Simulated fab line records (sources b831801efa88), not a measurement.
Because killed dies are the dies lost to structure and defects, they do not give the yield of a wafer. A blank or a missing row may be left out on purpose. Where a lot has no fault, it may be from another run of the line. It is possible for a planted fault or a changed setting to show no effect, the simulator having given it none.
fab line records ; flow sky130
[record] lots = 5; wafers = 15; last-day = 49
route steps=708 shown PWDE@46 NWELL@56 PAD_OPEN@708
lots untouched by any fault: they come from a run of this same line in which no faults occurred
start-h: hours from the record's first day to the start of the lot's first wafer shown ; wait-h: how many hours have passed since the lot's step before this one ; " as in the row above ; L1.1+2: several wafers, shown together as one row ; - either no value or no given start ; * or withheld: withheld ; < > ~ a bound
route shown NAME@n: a module of which the file shows steps, and the number in the route of the first ; usual: average and standard deviation across the fault-free wafers ; same: alike in all rows ; chamber/n: place in a boat ; sites: readings site by site ; _std_site: the standard deviation of these ; _edge_site: inner sites' mean taken away from outer sites' mean ; radius-mm: how far each site lies from the wafer's centre ; mask NAME#n: copy n ; behind: the last tool/chamber to shape the wafer ; hold: cause of the lot's hold/its duration in hours/its outcome ; device: the transistor (n, p or np) that didn't switch ; end of line: the tests these same wafers got at the end of their route ; where a step has no rows: the recipe by itself ; killed: dies that structure and defects cost at the first sort, which is not the same as the wafer's yield ; map: dies across one wafer; x = killed, . = not, _ = none there
set.NAME: the setting the step ran with; set.NAME@STEP: the setting that earlier step ran with ; model.NAME: the simulator's own value behind a step, which no gauge read
lots at some steps of the route; a table a step, a row a wafer
services: a tool's chamber out of use, with start hour (start-h, from the record's first day; less than 0 if before it), hours out, and reason
[[steps]]
[step SKY_PWDE_HMDS_01]
[recipe] prime-time-s = 60; prime-temp-c = 120
[step SKY_PWDE_COAT_02]
[recipe] spin-rpm = 2000; resist-thk-nm = 3000
[step SKY_PWDE_SOFTBAKE_03]
[recipe] temp-c = 110; time-s = withheld
[step SKY_PWDE_EXPOSE_04]
[recipe] mask-id = PWDEM; na = 0.6; source-shape = conventional; sigma-outer = 0.6; polarization = unpolarized; target-cd-nm = 840; dose-mj = 214
[step SKY_PWDE_PEB_05]
[recipe] temp-c = 115; time-s = withheld
[step SKY_PWDE_DEVELOP_06]
[recipe] wall-angle-deg = 90; developer = TMAH; develop-time-s = 60; dev-temp-c = 23
[step SKY_PWDE_OVL_MEAS_07]
[usual] PWDE_OVL = -0.1/1.2
lot.wafer;tool;chamber;start-h;wait-h;PWDE_OVL[nm]
L363.1;overlay-02;-;66.95;-;0.4
L363.4;overlay-02;-;66.95;-;1.6
L363.5;overlay-02;-;66.95;-;0.6
L372.2;overlay-01;-;130.81;-;-0.9
L372.3;overlay-01;-;130.81;-;-0.5
L372.4;overlay-01;-;130.81;-;0.3
L373.3;overlay-02;-;132.89;-;-1.6
L373.4;overlay-02;-;132.89;-;-1.8
L373.5;overlay-02;-;132.89;-;-0.5
L380.3;overlay-02;-;165.29;-;1.3
L380.5;overlay-02;-;165.29;-;-0.1
L380.6;overlay-02;-;165.29;-;1.2
L381.1;overlay-01;-;174.93;-;-0.7
L381.2;overlay-01;-;174.93;-;-0.6
L381.6;overlay-01;-;174.93;-;-0.7
[step SKY_PWDE_IMPLANT_08]
[recipe] species = B; energy-kev = 150; dose-cm2 = 3.6e+12; tilt-deg = withheld
[step SKY_PWDE_STRIP_09]
[recipe] chemistry = O2/N2; power-w = 1400; pressure-mtorr = 1500; platen-temp-c = withheld; o2-flow-sccm = 3000; n2-flow-sccm = 300; overash-fraction = 0.5
[usual] drypump-motor-current-A = 5.8/0.47; oes-product-au = 0.722/0.0047; strip-time-to-endpoint-s = 36.94/0.1
lot.wafer;tool;chamber;start-h;wait-h;drypump-motor-current-A;oes-product-au;rf-hours-counter-h;strip-time-to-endpoint-s
L363.1;plasma-asher-02;1;67.13;0.1;5.5;0.720;36;36.85
L363.4;plasma-asher-02;1;67.13;0.1;5.5;0.717;-;36.98
L363.5;plasma-asher-02;1;67.13;0.1;5.5;0.718;-;37.03
L372.2;plasma-asher-02;1;130.99;0.1;5.5;0.723;43;36.88
L372.3;plasma-asher-02;0;130.99;0.1;5.3;0.729;-;36.99
L372.4;plasma-asher-02;1;130.99;0.1;5.5;0.712;-;37.06
L373.3;plasma-asher-02;0;133.10;0.1;5.4;0.722;-;37.06
L373.4;plasma-asher-02;1;133.10;0.1;5.5;0.717;-;37.12
L373.5;plasma-asher-02;0;133.10;0.1;5.4;0.720;-;37.11
L380.3;plasma-asher-03;0;165.50;0.1;6.0;0.723;-;36.95
L380.5;plasma-asher-03;0;165.50;0.1;6.0;0.717;-;36.92
L380.6;plasma-asher-03;1;165.50;0.1;5.6;0.723;-;36.98
L381.1;plasma-asher-02;0;175.12;0.1;5.3;0.731;47;36.74
L381.2;plasma-asher-02;1;175.12;0.1;5.5;0.732;47;36.74
L381.6;plasma-asher-02;0;175.12;0.1;5.4;0.716;-;36.81
[step SKY_PWDE_TW_MEAS_10]
[usual] PWDE_TW = 376/3.1
lot.wafer;tool;chamber;start-h;wait-h;PWDE_TW
L363.1;film-metro-02;-;67.23;0.1;370
L363.4;film-metro-02;-;67.23;0.1;370
L363.5;film-metro-02;-;67.23;0.1;371
L372.2;film-metro-04;-;131.10;0.1;382
L372.3;film-metro-04;-;131.10;0.1;378
L372.4;film-metro-04;-;131.10;0.1;380
L373.3;film-metro-03;-;133.19;0.1;375
L373.4;film-metro-03;-;133.19;0.1;377
L373.5;film-metro-03;-;133.19;0.1;376
L380.3;film-metro-03;-;165.59;0.1;378
L380.5;film-metro-03;-;165.59;0.1;380
L380.6;film-metro-03;-;165.59;0.1;378
L381.1;film-metro-02;-;175.22;0.1;373
L381.2;film-metro-02;-;175.22;0.1;373
L381.6;film-metro-02;-;175.22;0.1;371
[step SKY_NWELL_DEHYDRATE_03]
[recipe] temp-c = 200; time-s = 60
[step SKY_NWELL_HMDS_04]
[recipe] prime-time-s = 60; prime-temp-c = 120
[step SKY_NWELL_COAT_05]
[recipe] spin-rpm = 2000; resist-thk-nm = 3000
lot.wafer;tool;chamber;start-h;wait-h;model.coat_of_NWELL_COAT_05.thk-nm
L363.1;litho-track-01;0;75.07;0.1;3011
L363.4;litho-track-01;0;75.07;0.1;3009
L363.5;litho-track-01;0;75.07;0.1;3002
L372.2;litho-track-03;0;140.10;0.1;3017
L372.3+4;litho-track-03;0;140.10;0.1;3003
L373.3;litho-track-03;0;142.08;0.1;1472
L373.4+5;litho-track-03;0;142.08;0.1;3001
L380.3;litho-track-01;0;175.57;0.1;3000
L380.5;litho-track-01;0;175.57;0.1;2984
L380.6;litho-track-01;0;175.57;0.1;2996
L381.1;litho-track-01;0;184.67;0.1;3007
L381.2;litho-track-01;0;184.67;0.1;3015
L381.6;litho-track-01;0;184.67;0.1;3008
[step SKY_NWELL_SOFTBAKE_06]
[recipe] temp-c = 110; time-s = withheld
[step SKY_NWELL_EXPOSE_07]
[recipe] mask-id = NWM; na = 0.6; source-shape = conventional; sigma-outer = 0.6; polarization = unpolarized; target-cd-nm = 840; dose-mj = 255
[step SKY_NWELL_PEB_08]
[recipe] temp-c = 115; time-s = withheld
[step SKY_NWELL_DEVELOP_09]
[recipe] wall-angle-deg = 90; developer = TMAH; develop-time-s = 60; dev-temp-c = 23
lot.wafer;tool;chamber;start-h;wait-h;model.coat_of_NWELL_COAT_05.thk-nm
L363.1;litho-track-03;0;-;-;3006
L363.4;litho-track-03;0;-;-;3005
L363.5;litho-track-03;0;-;-;2998
L372.2;litho-track-04;0;-;-;3013
L372.3+4;litho-track-04;0;-;-;2999
L373.3;litho-track-04;0;-;-;1468
L373.4+5;litho-track-04;0;-;-;2997
L380.3;litho-track-04;0;-;-;2996
L380.5;litho-track-04;0;-;-;2980
L380.6;litho-track-04;0;-;-;2991
L381.1+6;litho-track-01;0;-;-;3003
L381.2;litho-track-01;0;-;-;3010
[step SKY_NWELL_OVL_MEAS_10]
[usual] NWELL_00_OVL = 0.2/1.7
lot.wafer;tool;chamber;start-h;wait-h;NWELL_00_OVL[nm]
L363.1;overlay-02;-;82.98;-;3.1
L363.4;overlay-02;-;82.98;-;0.9
L363.5;overlay-02;-;82.98;-;1.4
L372.2;overlay-01;-;149.86;-;1.1
L372.3;overlay-01;-;149.86;-;1.1
L372.4;overlay-01;-;149.86;-;1.1
L373.3;overlay-02;-;151.87;-;-2.5
L373.4;overlay-02;-;151.87;-;-3.7
L373.5;overlay-02;-;151.87;-;-2.3
L380.3;overlay-01;-;185.92;-;-0.8
L380.5;overlay-01;-;185.92;-;1.2
L380.6;overlay-01;-;185.92;-;-0.1
L381.1;overlay-02;-;194.22;-;1.3
L381.2;overlay-02;-;194.22;-;3.3
L381.6;overlay-02;-;194.22;-;1.7
[step SKY_NWELL_IMPLANT_11]
[recipe] species = P; energy-kev = 400; dose-cm2 = 1.9e+13; tilt-deg = withheld
[step SKY_NWELL_IMPLANT_12]
[recipe] species = P; energy-kev = 120; dose-cm2 = 1.3e+12; tilt-deg = withheld
[step SKY_NWELL_IMPLANT_13]
[recipe] species = P; energy-kev = 50; dose-cm2 = 7e+11; tilt-deg = withheld
[step SKY_NWELL_STRIP_14]
[recipe] chemistry = O2/N2; power-w = 1400; pressure-mtorr = 1500; platen-temp-c = withheld; o2-flow-sccm = 3000; n2-flow-sccm = 300; overash-fraction = 0.5
[usual] drypump-motor-current-A = 5.7/0.47; oes-product-au = 0.723/0.0047; strip-time-to-endpoint-s = 36.90/0.11
lot.wafer;tool;chamber;start-h;wait-h;drypump-motor-current-A;oes-product-au;rf-hours-counter-h;strip-time-to-endpoint-s
L363.1;plasma-asher-04;1;83.47;0.1;5.4;0.721;41;37.04
L363.4;plasma-asher-04;0;83.47;0.1;6.6;0.730;-;37.01
L363.5;plasma-asher-04;0;83.47;0.1;6.6;0.722;-;36.95
L372.2;plasma-asher-04;0;150.34;0.1;6.6;0.722;3;37.12
L372.3;plasma-asher-04;1;150.34;0.1;5.4;0.734;-;36.95
L372.4;plasma-asher-04;0;150.34;0.1;6.6;0.718;-;36.95
L373.3;plasma-asher-01;0;152.38;0.1;5.7;0.718;-;19.09
L373.4;plasma-asher-01;1;152.38;0.1;5.9;0.728;-;36.93
L373.5;plasma-asher-01;1;152.38;0.1;5.9;0.720;-;36.90
L380.3;plasma-asher-02;1;186.43;0.1;5.5;0.727;-;36.92
L380.5;plasma-asher-02;1;186.43;0.1;5.5;0.729;-;36.73
L380.6;plasma-asher-02;0;186.43;0.1;5.4;0.725;-;36.87
L381.1;plasma-asher-02;0;194.71;0.1;5.3;0.710;49;36.99
L381.2;plasma-asher-02;1;194.71;0.1;5.5;0.720;49;37.07
L381.6;plasma-asher-02;1;194.71;0.1;5.5;0.724;-;37.02
[step SKY_NWELL_TW_MEAS_15]
[usual] NWELL_TW = 1833/13
lot.wafer;tool;chamber;start-h;wait-h;NWELL_TW
L363.1;film-metro-03;-;83.57;0.1;1831
L363.4;film-metro-03;-;83.57;0.1;1844
L363.5;film-metro-03;-;83.57;0.1;1825
L372.2;film-metro-02;-;150.45;0.1;1816
L372.3;film-metro-02;-;150.45;0.1;1815
L372.4;film-metro-02;-;150.45;0.1;1815
L373.3;film-metro-03;-;152.46;0.1;1848
L373.4;film-metro-03;-;152.46;0.1;1835
L373.5;film-metro-03;-;152.46;0.1;1847
L380.3;film-metro-04;-;186.51;0.1;1838
L380.5;film-metro-04;-;186.51;0.1;1837
L380.6;film-metro-04;-;186.51;0.1;1833
L381.1;film-metro-03;-;194.81;0.1;1831
L381.2;film-metro-03;-;194.81;0.1;1823
L381.6;film-metro-03;-;194.81;0.1;1835
[step SKY_PAD_OPEN_PROBE_99]
[usual] killed_at_M0_to_M3 = 44/7.7; killed_at_M4_up = 3.0/1.9; killed-at-contacts = 25/5.6; killed-at-front-end = 15/4.6; killed-at-other = 0.3/0.47; killed-dies = 86/9.9; killed-open = 47/7.4; killed-short = 39/5.9
[same] gross-dies = 492; killed-at-back-side = 0
lot.wafer;tool;chamber;start-h;wait-h;killed_at_M0_to_M3;killed_at_M4_up;killed-at-contacts;killed-at-front-end;killed-at-other;killed-dies;killed-open;killed-short;model.etest.pfet_16v.r-on-ohm-um;model.etest.nfet_16v.r-on-ohm-um;model.etest.res-nwell.line-ohm-um;model.etest.res-nwell.width-nm;model.etest.res-iso-pwell.width-nm;model.etest.pfet_16v.drive-ua-um;model.etest.iso-nwell-nwell.leak-log10-a-um
L363.1;prober-02;-;1091.85;0.1;42;2;27;14;0;85;53;32;1.584e+04;1.391e+04;1321;821.8;2654;236.8;-13.87
L363.4;prober-02;-;1092.00;0.2;40;2;26;14;0;82;46;36;1.492e+04;1.368e+04;1190;819;2669;243;-13.84
L363.5;prober-02;-;1092.05;0.2;48;2;30;21;0;101;47;54;1.588e+04;1.411e+04;1325;824.6;2650;234.1;-13.89
L372.2;prober-02;-;1144.01;0.1;42;2;19;13;1;77;45;32;1.547e+04;1.416e+04;1070;856.1;2637;247.4;-12.79
L372.3;prober-02;-;1144.06;0.2;52;2;15;20;0;89;59;30;1.564e+04;1.41e+04;1096;855.1;2631;244.6;-12.96
L372.4;prober-02;-;1144.11;0.2;40;3;14;15;1;73;41;32;1.573e+04;1.404e+04;1116;866.2;2617;241.2;-13.26
L373.3;prober-01;-;1151.96;0.2;30;2;17;12;0;61;41;20;1.592e+04;1.359e+04;968.4;956.5;2601;226.2;-13.06
L373.4;prober-01;-;1152.01;0.2;33;3;28;13;0;77;48;29;1.506e+04;1.399e+04;1112;834.9;2647;244.6;-13.76
L373.5;prober-01;-;1152.06;0.2;35;5;22;13;0;75;51;24;1.527e+04;1.42e+04;1138;832.4;2668;243.9;-13.84
L380.3;prober-01;-;1176.79;0.2;45;3;29;16;0;93;45;48;1.488e+04;1.412e+04;1103;833;2665;244.4;-13.87
L380.5;prober-01;-;1176.89;0.2;47;1;30;21;0;99;53;46;1.508e+04;1.404e+04;1128;831;2657;243.4;-13.71
L380.6;prober-01;-;1176.94;0.2;55;2;27;18;1;103;57;46;1.586e+04;1.426e+04;1188;839.2;2632;235.9;-13.78
L381.1;prober-02;-;1179.72;0.1;37;2;31;20;0;90;51;39;1.542e+04;1.405e+04;1207;819;2670;236.2;-13.89
L381.2;prober-02;-;1179.77;0.1;45;2;19;8;0;74;36;38;1.549e+04;1.406e+04;1216;816.2;2657;239;-13.87
L381.6;prober-02;-;1179.97;0.2;50;0;21;16;0;87;46;41;1.562e+04;1.398e+04;1230;816.8;2674;237.5;-14.04
// killed by level:class
L363.1 VIA1:geometric-particle:open=18 LI_CONTACT:geometric-particle:open=12 CONTACT:geometric-particle:open=6 FIELD_ISO:geometric-particle:open=5 CONTACT:geometric-particle:short=5 VIA1:geometric-particle:short=5 METAL3:geometric-particle:short=5 METAL2:geometric-particle:short=4
L363.4 VIA1:geometric-particle:open=12 VIA1:geometric-particle:short=9 LI_CONTACT:geometric-particle:open=8 CONTACT:geometric-particle:open=8 VIA3:geometric-particle:open=6 FIELD_ISO:geometric-particle:short=5 FIELD_ISO:geometric-particle:open=4 CONTACT:geometric-particle:short=4
L363.5 VIA1:geometric-particle:open=12 VIA1:geometric-particle:short=11 LI_CONTACT:geometric-particle:open=8 CONTACT:geometric-particle:open=8 VIA3:geometric-particle:open=7 METAL2:geometric-particle:short=7 FIELD_ISO:geometric-particle:open=6 FIELD_ISO:geometric-particle:short=6
L372.2 VIA1:geometric-particle:open=14 METAL2:geometric-particle:short=6 CONTACT:geometric-particle:open=5 VIA3:geometric-particle:open=5 FIELD_ISO:geometric-particle:short=4 LI_CONTACT:geometric-particle:open=4 LOCAL_INTERCONNECT:geometric-particle:short=4 METAL1:geometric-particle:short=4
L372.3 VIA1:geometric-particle:open=15 FIELD_ISO:geometric-particle:open=12 VIA2:geometric-particle:open=8 VIA3:geometric-particle:open=8 LI_CONTACT:geometric-particle:open=5 METAL1:geometric-particle:short=5 VIA1:geometric-particle:short=5 METAL2:geometric-particle:short=5
L372.4 VIA1:geometric-particle:open=14 CONTACT:geometric-particle:open=7 FIELD_ISO:geometric-particle:open=4 POLY_GATE:geometric-particle:open=4 VIA3:geometric-particle:open=4 METAL2:geometric-particle:short=4 POLY_GATE:geometric-particle:short=3 LI_CONTACT:geometric-particle:open=3
L373.3 CONTACT:geometric-particle:open=8 LI_CONTACT:geometric-particle:open=8 VIA2:geometric-particle:open=7 VIA3:geometric-particle:open=6 METAL1:geometric-particle:short=6 FIELD_ISO:geometric-particle:open=3 FIELD_ISO:geometric-particle:short=3 POLY_GATE:geometric-particle:open=3
L373.4 CONTACT:geometric-particle:open=18 VIA1:geometric-particle:open=7 VIA3:geometric-particle:open=6 METAL2:geometric-particle:short=6 LI_CONTACT:geometric-particle:open=5 FIELD_ISO:geometric-particle:short=4 FIELD_ISO:geometric-particle:open=3 POLY_GATE:geometric-particle:open=3
L373.5 LI_CONTACT:geometric-particle:open=9 VIA1:geometric-particle:open=8 CONTACT:geometric-particle:open=8 VIA3:geometric-particle:open=7 VIA2:geometric-particle:open=7 FIELD_ISO:geometric-particle:open=5 METAL4:geometric-particle:short=5 METAL1:geometric-particle:short=4
L380.3 CONTACT:geometric-particle:open=9 VIA2:geometric-particle:open=8 CONTACT:geometric-particle:short=7 FIELD_ISO:geometric-particle:short=6 LOCAL_INTERCONNECT:geometric-particle:short=6 VIA1:geometric-particle:short=6 VIA1:geometric-particle:open=6 VIA3:geometric-particle:open=6
L380.5 VIA2:geometric-particle:open=10 LI_CONTACT:geometric-particle:open=10 CONTACT:geometric-particle:open=10 VIA1:geometric-particle:open=8 FIELD_ISO:geometric-particle:short=7 METAL2:geometric-particle:short=7 CONTACT:geometric-particle:short=6 VIA3:geometric-particle:open=5
L380.6 CONTACT:geometric-particle:open=13 VIA1:geometric-particle:open=8 POLY_GATE:geometric-particle:open=7 LI_CONTACT:geometric-particle:open=7 METAL2:geometric-particle:short=7 METAL3:geometric-particle:short=7 VIA3:geometric-particle:short=7 VIA3:geometric-particle:open=7
L381.1 CONTACT:geometric-particle:open=12 VIA2:geometric-particle:open=9 LI_CONTACT:geometric-particle:open=8 POLY_GATE:geometric-particle:short=7 METAL2:geometric-particle:short=7 VIA3:geometric-particle:open=6 LI_CONTACT:geometric-particle:short=6 FIELD_ISO:geometric-particle:open=5
L381.2 VIA1:geometric-particle:open=16 VIA1:geometric-particle:short=7 CONTACT:geometric-particle:open=6 VIA2:geometric-particle:open=6 CONTACT:geometric-particle:short=5 VIA2:geometric-particle:short=5 METAL3:geometric-particle:short=4 SONOS_ONO:geometric-particle:short=3
L381.6 CONTACT:geometric-particle:open=9 VIA2:geometric-particle:open=8 VIA1:geometric-particle:short=7 VIA1:geometric-particle:open=7 VIA3:geometric-particle:open=6 POLY_GATE:geometric-particle:short=5 LI_CONTACT:geometric-particle:open=5 VIA3:geometric-particle:short=5
[[services]]
tool;chamber;start-h;hours;kind
plasma-asher-01;-;63.65;2.8;pm
plasma-asher-03;-;76.59;3.0;repair
plasma-asher-03;-;81.00;9.2;repair
plasma-asher-03;-;81.67;0.3;repair
plasma-asher-04;-;108.75;9.0;pm
plasma-asher-04;0;108.75;9.0;vent-cycle
plasma-asher-04;1;108.75;9.0;vent-cycle
plasma-asher-03;-;110.42;1.1;repair
plasma-asher-04;0;117.75;-;clean
plasma-asher-04;1;117.75;-;clean
plasma-asher-03;-;122.70;4.0;repair
plasma-asher-03;-;131.09;4.3;pm
plasma-asher-04;-;132.58;1.4;repair
plasma-asher-01;-;156.39;0.7;repair
plasma-asher-03;-;166.67;1.1;repair
[[key]]
[first-sign] step = SKY_NWELL_STRIP_14; reading = strip-time-to-endpoint-s; direction = down; sigmas = 99+; usual = *; struck = *
effect none on later readings
[model-effect] step = SKY_NWELL_COAT_05; value = coat_of_NWELL_COAT_05.thk-nm; without = 2994; struck = 1472
[model-effect] step = SKY_NWELL_DEVELOP_09; value = coat_of_NWELL_COAT_05.thk-nm; without = 2990; struck = 1468
[model-effect] step = SKY_PAD_OPEN_PROBE_99; value = etest.pfet_16v.r-on-ohm-um; without = 1.483e+04; struck = 1.592e+04
met-at SKY_NWELL_COAT_05
struck-wafers L373.3
tester-left-out L373
onset-between 140.10 142.08
[fault] kind = process-parameter-drift; tool = litho-track-03; chamber = -; onset-h = 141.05; steps = SKY_NWELL_COAT_05; channel = resist-thk-nm; offset = -1524.9; shape = step; end-h = 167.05; scope = struck-wafers-only; acts-in = these-recipes-only; stated = 3000
// tester-left-out: of these lots the tester's yield and bins aren't shown, on N5 and GAA mostly nor the transistor test; their killed dies are dies lost to structure and defects alone, not to doping, threshold or leakage, so they don't give the yield
